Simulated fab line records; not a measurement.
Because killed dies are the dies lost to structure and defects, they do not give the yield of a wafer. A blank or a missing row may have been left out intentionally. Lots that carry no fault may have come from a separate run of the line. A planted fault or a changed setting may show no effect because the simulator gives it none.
fab line records -- flow sky130
record: lots: 6, wafers: 18, last-day: 50
route steps=708 shown LDD_N@237 PAD_OPEN@708
lots that met no fault: from a run of the same line without faults
start-h: hours from the record's first day to the start of the lot's first wafer shown -- wait-h: time in hours since the lot's previous step -- " as in the row above -- L1.1+2: a single row standing in for several wafers -- - no value, or no start was given -- * or withheld: withheld -- < > ~ a bound
route shown NAME@n: a module of which the file shows steps, and the number in the route of the first -- usual: mean/standard deviation of fault-free wafers -- same: alike in all rows -- chamber/n: place in a boat -- sites: each site's reading -- _std_site: how widely they spread, as a standard deviation -- _edge_site: the outer-site mean with the inner-site mean subtracted -- radius-mm: how far each site lies from the wafer's centre -- mask NAME#n: copy n -- behind: the tool/chamber that last shaped the wafer -- hold: why the lot went on hold/how many hours it stayed there/how the hold came to an end -- device: which transistor (n, p or np) failed to switch -- end of line: the tests these same wafers got at the end of their route -- a step without rows: its recipe alone -- killed: dies lost to structure and defects at the first sort, not the wafer's yield -- map: dies across one wafer; x = killed, . = not, _ = none there
set.NAME: setting as actually run; set.NAME@STEP: the setting as run at that earlier step -- model.NAME: the simulator's own value behind a step, which no gauge read
certain route steps with their lots: each step a table, each wafer a row
services: from which hour (start-h, from the record's first day; less than 0 if before it) a tool's chamber was out of use, for how many hours, and why
== steps ==
step: SKY_LDD_N_DEHYDRATE_00
recipe: temp-c: 200, time-s: 60
step: SKY_LDD_N_HMDS_01
recipe: prime-time-s: 60, prime-temp-c: 120
step: SKY_LDD_N_COAT_02
recipe: resist: NOVOLAK, spin-rpm: 3000, resist-thk-nm: 300
step: SKY_LDD_N_SOFTBAKE_03
recipe: temp-c: 90, time-s: 60, resist: NOVOLAK
step: SKY_LDD_N_EXPOSE_04
recipe: mask-id: NTM, target-cd-nm: 840, na: 0.6, source-shape: conventional, sigma-outer: 0.6, dose-mj: 110
step: SKY_LDD_N_PEB_05
recipe: temp-c: withheld, time-s: *, resist: NOVOLAK
step: SKY_LDD_N_DEVELOP_06
recipe: develop-time-s: 60, dev-temp-c: 23
step: SKY_LDD_N_OVL_MEAS_07
usual: LDD_N_OVL: -0.9/1.4
lot.wafer,tool,chamber,start-h,wait-h,LDD_N_OVL[nm]
L356.1,overlay-01,-,426.14,0.1,-0.6
L356.4,overlay-01,-,426.14,0.1,0.7
L356.6,overlay-01,-,426.14,0.1,2.7
L355.2,overlay-02,-,426.31,0.1,-3.2
L355.3,overlay-02,-,426.31,0.1,-2.2
L355.5,overlay-02,-,426.31,0.1,-0.6
L364.1,overlay-02,-,508.01,0.1,1.6
L364.4,overlay-02,-,508.01,0.1,-0.1
L364.6,overlay-02,-,508.01,0.1,1.9
L368.1,overlay-02,-,544.30,0.1,-0.6
L368.2,overlay-02,-,544.30,0.1,-1.5
L368.4,overlay-02,-,544.30,0.1,-1.4
L371.1,overlay-02,-,573.76,0.1,-2.4
L371.3,overlay-02,-,573.76,0.1,-0.8
L371.5,overlay-02,-,573.76,0.1,-2.7
L374.1,overlay-02,-,590.65,0.1,-2.8
L374.2,overlay-02,-,590.65,0.1,-4.1
L374.6,overlay-02,-,590.65,0.1,-3.9
step: SKY_LDD_N_IMPLANT_08
recipe: species: As, energy-kev: 20, dose-cm2: 7.5e+13, tilt-deg: withheld, rotation-deg: 23
step: SKY_LDD_N_IMPLANT_09
recipe: species: As, energy-kev: 20, dose-cm2: 7.5e+13, tilt-deg: withheld, rotation-deg: 113
step: SKY_LDD_N_IMPLANT_10
recipe: species: As, energy-kev: 20, dose-cm2: 7.5e+13, tilt-deg: withheld, rotation-deg: 203
step: SKY_LDD_N_IMPLANT_11
recipe: species: As, energy-kev: 20, dose-cm2: 7.5e+13, tilt-deg: withheld, rotation-deg: 293
step: SKY_LDD_N_IMPLANT_12
recipe: species: BF2, energy-kev: 50, dose-cm2: 5e+12, tilt-deg: 30, rotation-deg: 0
usual: beam-energy-keV: 49.997/0.015
lot.wafer,tool,chamber,start-h,wait-h,beam-energy-keV,model.implant.rp-nm,model.implant.drp-nm
L356.1,implanter-02,0,426.77,0.1,49.984,32.98,18.83
L356.4,implanter-02,0,426.77,0.1,49.966,32.98,18.83
L356.6,implanter-02,0,426.77,0.1,49.983,32.98,18.83
L355.2,implanter-01,0,426.96,0.1,49.993,32.31,18.83
L355.3,implanter-01,0,426.96,0.1,49.996,32.31,18.83
L355.5,implanter-01,0,426.96,0.1,49.976,32.31,18.83
L364.1,implanter-01,0,508.65,0.1,38.018,25.4,15.5
L364.4,implanter-01,0,508.65,0.1,38.018,25.4,15.5
L364.6,implanter-01,0,508.65,0.1,38.002,25.4,15.5
L368.1,implanter-01,0,544.94,0.1,38.016,25,15.5
L368.2,implanter-01,0,544.94,0.1,37.975,25,15.5
L368.4,implanter-01,0,544.94,0.1,37.988,25,15.5
L371.1,implanter-03,0,574.40,0.1,50.018,31.41,18.83
L371.3,implanter-03,0,574.40,0.1,50.002,31.41,18.83
L371.5,implanter-03,0,574.40,0.1,50.020,31.41,18.83
L374.1,implanter-02,0,591.29,0.1,49.984,32.32,18.83
L374.2,implanter-02,0,591.29,0.1,49.975,32.32,18.83
L374.6,implanter-02,0,591.29,0.1,49.981,32.32,18.83
step: SKY_LDD_N_IMPLANT_13
recipe: species: BF2, energy-kev: 50, dose-cm2: 5e+12, tilt-deg: 30, rotation-deg: 90
step: SKY_PAD_OPEN_PROBE_99
usual: killed_at_M0_to_M3: 43/6.8, killed_at_M4_up: 3.2/1.8, killed-at-contacts: 24/5.2, killed-at-front-end: 15/4.2, killed-at-other: 0.4/0.62, killed-dies: 85/8.7, killed-open: 46/6.7, killed-short: 39/5.9
same: gross-dies: 492, killed-at-back-side: 0
lot.wafer,tool,chamber,start-h,wait-h,killed_at_M0_to_M3,killed_at_M4_up,killed-at-contacts,killed-at-front-end,killed-at-other,killed-dies,killed-open,killed-short,model.etest.nfet_01v8_lvt.vt-sat-v
L356.1,prober-02,-,1091.49,0.1,46,9,16,20,1,92,45,47,0.5301
L356.4,prober-02,-,1091.64,0.2,26,5,26,12,1,70,34,36,0.5259
L356.6,prober-02,-,1091.74,0.2,52,7,26,18,0,103,48,55,0.5229
L355.2,prober-01,-,1093.04,0.1,39,2,20,11,0,72,41,31,0.5368
L355.3,prober-01,-,1093.09,0.2,44,4,23,20,0,91,49,42,0.5399
L355.5,prober-01,-,1093.19,0.2,46,3,28,20,0,97,48,49,0.5448
L364.1,prober-01,-,1139.70,0.1,49,2,27,18,2,98,60,37,0.5217
L364.4,prober-01,-,1139.85,0.2,49,5,26,20,0,100,57,43,0.5217
L364.6,prober-01,-,1139.95,0.2,38,4,20,20,0,82,44,38,0.5252
L368.1,prober-02,-,1163.92,0.1,41,1,20,22,0,84,46,38,0.495
L368.2,prober-02,-,1163.97,0.1,46,4,23,22,0,95,56,39,0.4998
L368.4,prober-02,-,1164.07,0.2,45,3,26,20,0,94,47,47,0.5079
L371.1,prober-01,-,1181.44,0.1,45,4,20,17,0,86,36,50,0.5274
L371.3,prober-01,-,1181.54,0.2,33,2,26,20,0,81,41,40,0.5113
L371.5,prober-01,-,1181.64,0.2,34,1,24,13,1,73,42,31,0.5195
L374.1,prober-02,-,1190.63,0.1,51,1,21,9,1,83,44,38,0.5302
L374.2,prober-02,-,1190.68,0.1,50,3,32,14,1,100,52,47,0.527
L374.6,prober-02,-,1190.88,0.2,42,4,26,11,0,83,42,39,0.5258
killed by level:class
L356.1 VIA3:geometric-particle:open=8 VIA1:geometric-particle:short=7 CONTACT:geometric-particle:open=7 VIA1:geometric-particle:open=7 METAL4:geometric-particle:short=7 POLY_GATE:geometric-particle:open=6 METAL1:geometric-particle:short=6 FIELD_ISO:geometric-particle:open=5
L356.4 CONTACT:geometric-particle:short=9 CONTACT:geometric-particle:open=6 FIELD_ISO:geometric-particle:open=4 FIELD_ISO:geometric-particle:short=4 VIA1:geometric-particle:open=4 LI_CONTACT:geometric-particle:open=4 VIA2:geometric-particle:open=4 LI_CONTACT:geometric-particle:short=3
L356.6 METAL2:geometric-particle:short=11 CONTACT:geometric-particle:open=10 VIA1:geometric-particle:open=8 VIA2:geometric-particle:open=7 VIA3:geometric-particle:open=7 CONTACT:geometric-particle:short=6 VIA1:geometric-particle:short=6 METAL4:geometric-particle:short=6
L355.2 VIA2:geometric-particle:open=9 VIA1:geometric-particle:open=8 LOCAL_INTERCONNECT:geometric-particle:short=6 CONTACT:geometric-particle:open=6 METAL2:geometric-particle:short=6 FIELD_ISO:geometric-particle:open=5 VIA3:geometric-particle:open=5 LI_CONTACT:geometric-particle:open=4
L355.3 CONTACT:geometric-particle:open=15 VIA1:geometric-particle:open=9 POLY_GATE:geometric-particle:short=8 VIA3:geometric-particle:open=7 FIELD_ISO:geometric-particle:short=6 METAL2:geometric-particle:short=6 VIA2:geometric-particle:open=5 METAL3:geometric-particle:short=4
L355.5 VIA1:geometric-particle:open=14 POLY_GATE:geometric-particle:open=8 LOCAL_INTERCONNECT:geometric-particle:short=6 CONTACT:geometric-particle:open=6 VIA2:geometric-particle:open=6 VIA3:geometric-particle:short=6 LI_CONTACT:geometric-particle:open=5 CONTACT:geometric-particle:short=5
L364.1 CONTACT:geometric-particle:open=12 LI_CONTACT:geometric-particle:open=10 VIA1:geometric-particle:open=9 VIA3:geometric-particle:open=9 METAL2:geometric-particle:short=6 METAL1:geometric-particle:short=5 VIA2:geometric-particle:open=5 FIELD_ISO:geometric-particle:open=4
L364.4 VIA1:geometric-particle:open=15 CONTACT:geometric-particle:open=10 LI_CONTACT:geometric-particle:open=9 FIELD_ISO:geometric-particle:open=8 METAL2:geometric-particle:short=6 FIELD_ISO:geometric-particle:short=5 VIA1:geometric-particle:short=5 VIA2:geometric-particle:short=5
L364.6 VIA3:geometric-particle:open=9 POLY_GATE:geometric-particle:open=7 CONTACT:geometric-particle:open=7 FIELD_ISO:geometric-particle:short=6 CONTACT:geometric-particle:short=6 LI_CONTACT:geometric-particle:open=5 VIA1:geometric-particle:short=5 VIA1:geometric-particle:open=5
L368.1 VIA1:geometric-particle:open=12 CONTACT:geometric-particle:open=11 METAL2:geometric-particle:short=9 FIELD_ISO:geometric-particle:open=7 POLY_GATE:geometric-particle:short=6 FIELD_ISO:geometric-particle:short=5 CONTACT:geometric-particle:short=4 METAL1:geometric-particle:open=4
L368.2 VIA2:geometric-particle:open=10 VIA3:geometric-particle:open=10 VIA1:geometric-particle:open=10 CONTACT:geometric-particle:open=9 FIELD_ISO:geometric-particle:short=7 LI_CONTACT:geometric-particle:open=5 POLY_GATE:geometric-particle:short=5 FIELD_ISO:geometric-particle:open=4
L368.4 CONTACT:geometric-particle:open=9 LOCAL_INTERCONNECT:geometric-particle:short=8 VIA2:geometric-particle:open=8 FIELD_ISO:geometric-particle:short=7 METAL1:geometric-particle:short=7 VIA1:geometric-particle:open=7 FIELD_ISO:geometric-particle:open=5 METAL2:geometric-particle:open=5
L371.1 METAL1:geometric-particle:short=10 VIA1:geometric-particle:open=9 METAL2:geometric-particle:short=7 LOCAL_INTERCONNECT:geometric-particle:short=6 CONTACT:geometric-particle:open=6 VIA3:geometric-particle:short=6 SPACER:geometric-particle:open=5 VIA1:geometric-particle:short=5
L371.3 VIA1:geometric-particle:open=8 FIELD_ISO:geometric-particle:short=7 METAL1:geometric-particle:short=7 LI_CONTACT:geometric-particle:open=7 CONTACT:geometric-particle:open=7 FIELD_ISO:geometric-particle:open=6 CONTACT:geometric-particle:short=6 LOCAL_INTERCONNECT:geometric-particle:short=4
L371.5 CONTACT:geometric-particle:open=13 VIA3:geometric-particle:open=8 VIA2:geometric-particle:open=5 CONTACT:geometric-particle:short=4 VIA1:geometric-particle:open=4 METAL1:geometric-particle:short=4 METAL2:geometric-particle:short=4 FIELD_ISO:geometric-particle:short=3
L374.1 VIA1:geometric-particle:open=11 METAL2:geometric-particle:short=9 CONTACT:geometric-particle:open=7 LOCAL_INTERCONNECT:geometric-particle:short=6 VIA1:geometric-particle:short=6 METAL3:geometric-particle:short=6 VIA2:geometric-particle:open=5 VIA3:geometric-particle:open=5
L374.2 VIA1:geometric-particle:open=10 CONTACT:geometric-particle:open=9 METAL2:geometric-particle:short=9 LI_CONTACT:geometric-particle:open=7 VIA2:geometric-particle:open=7 LI_CONTACT:geometric-particle:short=5 LOCAL_INTERCONNECT:geometric-particle:short=5 CONTACT:geometric-particle:short=5
L374.6 CONTACT:geometric-particle:open=9 VIA2:geometric-particle:open=6 LOCAL_INTERCONNECT:geometric-particle:short=6 VIA1:geometric-particle:open=6 METAL2:geometric-particle:short=6 VIA3:geometric-particle:open=6 METAL4:geometric-particle:short=4 LOCAL_INTERCONNECT:geometric-particle:open=4
== services ==
tool,chamber,start-h,hours,kind
implanter-02,-,409.17,4.1,repair
implanter-03,-,437.06,1.8,pm
implanter-03,-,449.85,2.4,repair
implanter-02,-,503.53,3.3,repair
implanter-01,-,527.61,5.5,repair
implanter-01,-,586.32,25.1,pm
implanter-03,-,589.34,141.5,pm
== key ==
first-sign: step: SKY_LDD_N_IMPLANT_12, reading: beam-energy-keV, direction: down, sigmas: 99+, usual: *, struck: *
effect none on later readings
model-effect: step: SKY_LDD_N_IMPLANT_12, value: implant.rp-nm, without: 32.17, struck: 25.2
model-effect: step: SKY_PAD_OPEN_PROBE_99, value: etest.nfet_01v8_lvt.vt-sat-v, without: 0.5333, struck: 0.5119
met-at SKY_LDD_N_IMPLANT_12
struck-wafers L364.1,L364.4,L364.6,L368.1,L368.2,L368.4
tester-left-out L364,L368
onset-between 426.96 508.65
fault: kind: process-parameter-drift, tool: implanter-01, chamber: -, onset-h: 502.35, steps: SKY_LDD_N_IMPLANT_12, channel: energy-kev, offset: *, shape: step, end-h: 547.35, acts-in: *, stated: *
tester-left-out: of these lots the tester's yield and bins aren't shown, on N5 and GAA mostly nor the transistor test; their killed dies are dies lost to structure and defects alone, not to doping, threshold or leakage, so they don't give the yield
